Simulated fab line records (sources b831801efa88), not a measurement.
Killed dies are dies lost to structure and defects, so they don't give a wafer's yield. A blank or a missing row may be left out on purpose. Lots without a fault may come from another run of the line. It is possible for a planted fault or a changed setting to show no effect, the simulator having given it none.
Which tool is to blame? -- flow sky130 -- 24 lots with 72 wafers sampled at 5 steps, on a route of 708 steps

== WHAT THE GAUGES READ, wafer by wafer ==
SKY_VIA2_BOW_MEAS_03.
lot,measured,on,VIA2_BOW (um)
L075,day 35 17:22,film metro-01,92 82 93
L074,day 35 23:19,film metro-03,87 84 87
L076,day 36 17:57,film metro-01,71 84 85
L077,day 36 18:44,film metro-02,66 67 70
L079,day 36 22:59,film metro-02,90 82 83
L078,day 37 08:25,film metro-01,74 91 78
L084,day 39 05:28,film metro-01,87 78 90
L082,day 39 09:19,film metro-01,74 80 92
L081,day 39 11:14,film metro-02,83 65 81
L085,day 39 13:59,film metro-02,88 100 79
L087,day 39 14:35,film metro-02,76 82 71
L080,day 39 15:40,film metro-03,99 84 85
L086,day 39 17:12,film metro-01,81 76 84
L088,day 39 18:13,film metro-02,92 90 76
L083,day 39 18:59,film metro-01,80 94 101
L089,day 39 19:13,film metro-03,85 87 81
L090,day 40 00:52,film metro-02,83 92 81
L091,day 40 18:43,film metro-03,88 82 104
L092,day 40 22:24,film metro-01,92 84 88
L093,day 40 23:08,film metro-02,80 91 95
L094,day 40 23:46,film metro-02,77 89 84
L095,day 41 07:04,film metro-01,87 85 85
L096,day 41 18:22,film metro-03,82 74 61
L097,day 41 22:41,film metro-02,86 83 83

SKY_VIA3_BOW_MEAS_03.
lot,measured,on,VIA3_BOW (um)
L075,day 39 02:16,film metro-04,82 74 84
L074,day 39 06:25,film metro-03,79 75 78
L076,day 40 01:13,film metro-03,66 81 83
L077,day 40 01:47,film metro-02,60 62 65
L079,day 40 05:45,film metro-04,80 75 76
L078,day 40 14:23,film metro-02,68 85 73
L084,day 42 09:04,film metro-02,75 67 80
L082,day 42 13:10,film metro-03,71 75 89
L081,day 42 16:31,film metro-04,75 54 74
L085,day 42 17:59,film metro-04,81 93 73
L087,day 42 19:30,film metro-04,65 71 61
L080,day 42 19:42,film metro-03,89 75 73
L086,day 42 21:25,film metro-04,79 72 81
L088,day 42 21:29,film metro-03,87 85 73
L083,day 42 22:01,film metro-04,71 86 92
L089,day 42 23:54,film metro-04,81 86 80
L090,day 43 04:32,film metro-03,83 90 81
L091,day 43 22:25,film metro-03,82 74 97
L092,day 44 02:10,film metro-02,87 79 83
L093,day 44 02:20,film metro-04,69 79 83
L094,day 44 03:12,film metro-03,73 85 80
L095,day 44 08:38,film metro-03,79 77 76
L096,day 44 19:36,film metro-04,73 66 52
L097,day 45 01:15,film metro-04,79 76 78

== TOOL THAT RAN EACH LOT (tool first, then ch and the chambers of the sampled wafers, then the start) ==
lot,SKY_VIA1_SPUTTER_20,SKY_METAL2_SPUTTER_00,SKY_METAL2_DESCUM_17
L075,"pvd sputter-03, day 34 12:32","pvd sputter-04, day 34 13:10","rie metal-02 ch 0,1, day 35 16:06"
L074,"pvd sputter-02, day 34 18:22","pvd sputter-01, day 34 19:00","rie metal-01 ch 1, day 35 22:02"
L076,"pvd sputter-01, day 35 14:02","pvd sputter-04, day 35 14:40","rie metal-04 ch 0,1, day 36 16:41"
L077,"pvd sputter-03, day 35 14:19","pvd sputter-03, day 35 14:56","rie metal-01 ch 0,1, day 36 17:28"
L079,"pvd sputter-03, day 35 19:35","pvd sputter-04, day 35 20:13","rie metal-04 ch 0,1, day 36 21:42"
L078,"pvd sputter-02, day 36 03:36","pvd sputter-01, day 36 04:14","rie metal-04 ch 0,1, day 37 07:01"
L084,"pvd sputter-03, day 38 03:01","pvd sputter-04, day 38 03:38","rie metal-02 ch 0,1, day 39 04:11"
L082,"pvd sputter-02, day 38 05:56","pvd sputter-04, day 38 06:34","rie metal-02 ch 0,1, day 39 08:01"
L081,"pvd sputter-02, day 38 08:22","pvd sputter-04, day 38 09:00","rie metal-01 ch 0,1, day 39 09:58"
L085,"pvd sputter-01, day 38 11:12","pvd sputter-04, day 38 11:50","rie metal-01 ch 0,1, day 39 12:40"
L087,"pvd sputter-03, day 38 11:26","pvd sputter-03, day 38 12:04","rie metal-02 ch 0, day 39 13:19"
L080,"pvd sputter-01, day 38 12:26","pvd sputter-03, day 38 13:04","rie metal-01 ch 0,1, day 39 14:20"
L086,"pvd sputter-03, day 38 14:13","pvd sputter-04, day 38 14:51","rie metal-01 ch 0,1, day 39 15:55"
L088,"pvd sputter-03, day 38 14:59","pvd sputter-04, day 38 15:37","rie metal-04 ch 0,1, day 39 16:57"
L083,"pvd sputter-03, day 38 15:40","pvd sputter-04, day 38 16:19","rie metal-04 ch 0,1, day 39 17:32"
L089,"pvd sputter-02, day 38 16:28","pvd sputter-03, day 38 17:06","rie metal-01 ch 0,1, day 39 17:53"
L090,"pvd sputter-02, day 38 21:25","pvd sputter-03, day 38 22:03","rie metal-04 ch 0, day 39 23:31"
L091,"pvd sputter-02, day 39 16:56","pvd sputter-04, day 39 17:34","rie metal-02 ch 0,1, day 40 17:24"
L092,"pvd sputter-01, day 39 19:59","pvd sputter-04, day 39 20:37","rie metal-02 ch 0,1, day 40 21:08"
L093,"pvd sputter-02, day 39 20:26","pvd sputter-03, day 39 21:04","rie metal-01 ch 0,1, day 40 21:49"
L094,"pvd sputter-02, day 39 21:25","pvd sputter-04, day 39 22:03","rie metal-02 ch 0,1, day 40 22:26"
L095,"pvd sputter-01, day 40 05:04","pvd sputter-03, day 40 05:41","rie metal-01 ch 0,1, day 41 05:49"
L096,"pvd sputter-01, day 40 16:40","pvd sputter-01, day 40 17:18","rie metal-02 ch 0,1, day 41 17:04"
L097,"pvd sputter-01, day 40 20:53","pvd sputter-01, day 40 21:34","rie metal-02 ch 0,1, day 41 21:24"
- SKY_VIA1_SPUTTER_20: material TiN, target thk 20 nm, time 80 s.
- SKY_METAL2_SPUTTER_00: material Ti, target thk 15 nm, time 10 s.
- SKY_METAL2_DESCUM_17: chemistry O2, time 8 s.

== AS READ BY THE TOOLS THEMSELVES (means over the sampled wafers that have a number; for cases with no such wafer, the mark the record gives instead) ==
SKY_VIA1_SPUTTER_20.
lot,tool,chamber pressure pa (Pa),throttle valve pct (%)
L075,pvd sputter-03,4.998,30.8
L074,pvd sputter-02,4.983,29.2
L076,pvd sputter-01,4.998,29.1
L077,pvd sputter-03,5.002,30.8
L079,pvd sputter-03,4.990,30.2
L078,pvd sputter-02,5.009,29.5
L084,pvd sputter-03,5.007,30.7
L082,pvd sputter-02,5.005,29.4
L081,pvd sputter-02,4.994,29.3
L085,pvd sputter-01,5.003,28.8
L087,pvd sputter-03,5.004,30.1
L080,pvd sputter-01,4.994,29.2
L086,pvd sputter-03,5.002,30.2
L088,pvd sputter-03,5.002,30.6
L083,pvd sputter-03,4.996,31.3
L089,pvd sputter-02,5.004,29.4
L090,pvd sputter-02,5.002,29.2
L091,pvd sputter-02,4.997,29.3
L092,pvd sputter-01,4.999,29.0
L093,pvd sputter-02,4.995,29.6
L094,pvd sputter-02,5.002,29.4
L095,pvd sputter-01,5.006,29.3
L096,pvd sputter-01,5.007,29.0
L097,pvd sputter-01,4.995,29.2

SKY_METAL2_SPUTTER_00.
lot,tool,chamber pressure pa (Pa),throttle valve pct (%)
L075,pvd sputter-04,0.3998,29.9
L074,pvd sputter-01,0.3996,29.2
L076,pvd sputter-04,0.3997,30.7
L077,pvd sputter-03,0.3998,31.0
L079,pvd sputter-04,0.3996,30.6
L078,pvd sputter-01,0.4004,28.6
L084,pvd sputter-04,0.3998,29.9
L082,pvd sputter-04,0.3997,30.2
L081,pvd sputter-04,0.4003,29.5
L085,pvd sputter-04,0.3999,29.4
L087,pvd sputter-03,0.4009,30.1
L080,pvd sputter-03,0.4004,30.3
L086,pvd sputter-04,0.4004,29.8
L088,pvd sputter-04,0.3999,30.0
L083,pvd sputter-04,0.4000,29.9
L089,pvd sputter-03,0.3996,30.0
L090,pvd sputter-03,0.4003,31.1
L091,pvd sputter-04,0.3993,30.6
L092,pvd sputter-04,0.4000,29.6
L093,pvd sputter-03,0.3996,30.2
L094,pvd sputter-04,0.4001,30.0
L095,pvd sputter-03,0.3998,30.2
L096,pvd sputter-01,0.3984,29.7
L097,pvd sputter-01,0.4005,29.2

SKY_METAL2_DESCUM_17.
lot,tool,drypump motor current A (A),oes product au (a.u.)
L075,rie metal-02,6.48,1.013
L074,rie metal-01,5.78,1.014
L076,rie metal-04,6.39,1.013
L077,rie metal-01,6.16,1.028
L079,rie metal-04,6.44,0.993
L078,rie metal-04,6.43,1.004
L084,rie metal-02,6.48,1.012
L082,rie metal-02,6.41,1.011
L081,rie metal-01,5.96,0.998
L085,rie metal-01,5.95,0.988
L087,rie metal-02,6.59,1.007
L080,rie metal-01,6.16,1.015
L086,rie metal-01,5.95,0.996
L088,rie metal-04,6.38,1.020
L083,rie metal-04,6.39,1.019
L089,rie metal-01,5.95,0.998
L090,rie metal-04,6.34,1.021
L091,rie metal-02,6.49,1.000
L092,rie metal-02,6.39,1.001
L093,rie metal-01,5.97,1.000
L094,rie metal-02,6.49,1.006
L095,rie metal-01,5.96,1.000
L096,rie metal-02,6.50,1.003
L097,rie metal-02,6.49,1.011

== THE ANSWER, worked out from the rows above alone ==
Rule: the usual values come from the lots themselves. The widest of any qualifying gaps counts: lots, ordered by their means at a reading, are off when they make up no more than a third of the lots, leave a main group of 4 or more, and stand apart from it by 3 or more times the standard deviation of that group's means. If all means in a main group match to the digits the tables above print for the reading, that group is not used. A lot without any number at a reading at which 4 lots or more have one is off too. Any other lot the step has rows for is counted as sound. First the gauges in route order, then the tools' own readings, where a lot's mean is used as printed above. The first step at which some lot is off is used, and at that step the reading that is off furthest; a lot without a number counts as furthest.
No lot is off on any of the readings shown, so nothing can be concluded from this.

== WHAT WAS PUT IN BY THE SIMULATOR ==
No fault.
